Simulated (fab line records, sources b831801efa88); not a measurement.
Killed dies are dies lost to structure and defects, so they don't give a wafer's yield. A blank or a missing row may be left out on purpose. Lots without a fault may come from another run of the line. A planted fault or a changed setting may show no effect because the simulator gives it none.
Which tool did it? | flow sky130 | 7 lots, 21 wafers sampled, at 2 steps of a route of 708

WHAT THE GAUGES READ, wafer by wafer
SKY_CONTACT_OVL_MEAS_15.
lot  | measured     | on         | CONTACT_OVL (nm)
L459 | day 31 16:46 | overlay-01 | 3 -10 -7
L463 | day 33 03:04 | overlay-01 | 5 -3 1
L465 | day 33 21:56 | overlay-02 | -6 2 3
L467 | day 34 13:51 | overlay-01 | 0 -1 -9
L469 | day 35 11:17 | overlay-01 | -9 -11 -3
L476 | day 37 01:17 | overlay-02 | 39 36 43
L479 | day 38 12:41 | overlay-01 | 46 48 37

WHICH TOOL RAN EACH LOT (tool, then ch and the chambers of the sampled wafers, then the start)
lot  | SKY_CONTACT_EXPOSE_11
L459 | krf_scanner-02 ch 0, day 31 02:58
L463 | krf_scanner-02 ch 0, day 32 14:22
L465 | krf_scanner-01 ch 0, day 33 08:22
L467 | krf_scanner-02 ch 0, day 34 00:40
L469 | krf_scanner-02 ch 0, day 34 22:35
L476 | krf_scanner-01 ch 0, day 36 12:37
L479 | krf_scanner-01 ch 0, day 38 00:31
- SKY_CONTACT_EXPOSE_11: exposes mask CTM1, target cd 170 nm.

THE ANSWER, worked out from the rows above alone
Rule: what is usual is taken from the lots themselves. Put in order of their means at a reading, lots are off if they are a third of the lots or fewer, leave a main group of 4 or more, and stand apart from it by a gap of 3 or more times the standard deviation of the main group's means; of several such gaps the widest counts. A main group whose means are all the same, to the digits that the tables above print for the reading, isn't used. A lot without any number at a reading at which 4 lots or more have one is off too. The other lots that the step has rows for count as sound.
Off: L476, L479, at SKY_CONTACT_OVL_MEAS_15 (CONTACT_OVL). The main group: mean -3 nm, standard deviation 3.1.
A tool fits if, at a process step before that reading, it ran every lot that is off, and no sound lot after the first of them. The gauges at SKY_CONTACT_OVL_MEAS_15 are tried like those tools. One fits: krf_scanner-01 at SKY_CONTACT_EXPOSE_11. Its last sound lot is L465 (day 33 08:22), its first lot that is off L476 (day 36 12:37): a fault that began between those two fits.

WHAT THE SIMULATOR HAD PUT IN
Scanner matching overlay: krf_scanner-01, from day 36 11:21 on, at SKY_CONTACT_EXPOSE_11. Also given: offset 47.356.
Lots struck among those shown: L476, L479. The rule above found the same.
